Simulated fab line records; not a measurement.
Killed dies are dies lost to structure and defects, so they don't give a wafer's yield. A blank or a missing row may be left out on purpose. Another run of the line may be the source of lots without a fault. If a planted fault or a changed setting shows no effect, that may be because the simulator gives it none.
Matching of chambers	flow sky130	4 sister chambers for SKY_VIA2_CMP_02 on cmp-01
The step polishes SiO2. 4 wafers are shown with their chamber, then 9 later ones without.

WAFERS PAIRED WITH THEIR CHAMBERS
wafer	chamber	motorCurrentA (A)
L237.5	3	11.2
L239.2	1	12.9
L240.3	2	10.9
L240.6	0	13.0

WAFERS MISSING THEIR CHAMBER
wafer	motorCurrentA (A)
L241.3	11.2
L241.5	11.7
L241.6	11.7
L249.2	10.7
L249.3	12.5
L249.4	11.5
L252.2	11.2
L252.5	11.7
L252.6	12.5

CHAMBER TAKEN BY EACH
wafer	from the rows above	in truth
L241.3	can't be placed: 3 or 2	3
L241.5	can't be placed: 3 or 2 or 1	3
L241.6	can't be placed: 3 or 2 or 1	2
L249.2	can't be placed: 2 or 3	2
L249.3	can't be placed: 1 or 0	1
L249.4	can't be placed: 3 or 2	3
L252.2	can't be placed: 3 or 2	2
L252.5	can't be placed: 3 or 2 or 1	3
L252.6	can't be placed: 1 or 0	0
Correct placement for 0 of the 9. These rows do not allow placing 9 (true chamber among the candidates in 9). Number placed wrongly: 0.
How it was worked out, from the rows above alone: a wafer's distance from a chamber is the root of the sum, over the readings, of the square of ((its reading less the chamber's mean) divided by the reading's scatter). The wafer belongs to the nearest chamber; if the next one is less than 2 further off, it can't be placed. Each chamber's mean is taken over the wafers shown for it. The scatter: root of mean squared gap, hidden wafer to nearest shown wafer, with one shown wafer a chamber.
